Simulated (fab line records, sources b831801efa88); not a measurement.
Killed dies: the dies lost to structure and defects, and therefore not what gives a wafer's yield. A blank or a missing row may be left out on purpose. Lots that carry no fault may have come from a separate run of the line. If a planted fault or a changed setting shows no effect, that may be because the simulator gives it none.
Chamber matching | flow sky130 | pecvd-01 running SKY_PASSIVATION_CVD_02: 3 sister chambers
The step deposits Si3N4, target thk 540 nm. 3 wafers are shown with their chamber, then 7 later ones without.

## EACH WAFER AND ITS CHAMBER
wafer  | chamber | heaterPowerW (W)
L338.6 | 0       | 737
L347.6 | 2       | 726
L348.3 | 1       | 827

## WAFERS WHOSE CHAMBER IS MISSING
wafer  | heaterPowerW (W)
L348.4 | 717
L352.1 | 713
L352.5 | 604
L352.6 | 744
L355.1 | 608
L355.2 | 776
L355.6 | 800

## WHICH CHAMBER EACH WENT THROUGH
wafer  | from the rows above          | in truth
L348.4 | can't be placed: 2 or 0 or 1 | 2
L352.1 | can't be placed: 2 or 0 or 1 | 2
L352.5 | can't be placed: 2 or 0 or 1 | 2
L352.6 | can't be placed: 0 or 2 or 1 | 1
L355.1 | can't be placed: 2 or 0 or 1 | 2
L355.2 | can't be placed: 0 or 2 or 1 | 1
L355.6 | can't be placed: 1 or 0 or 2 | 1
0 of 7 placed correctly. Can't be placed from these rows: 7 (the true chamber is among the candidates in 7). Wrongly placed: 0.
How it was worked out, from the rows above alone: a wafer's distance from a chamber is the root of the sum, over the readings, of the square of ((its reading less the chamber's mean) divided by the reading's scatter). The wafer belongs to the nearest chamber; if the next one is less than 2 further off, it can't be placed. Each chamber's mean is taken over the wafers shown for it. The scatter (one wafer shown for each chamber): square how far every hidden wafer sits from the nearest shown wafer, average those squares and take the square root.
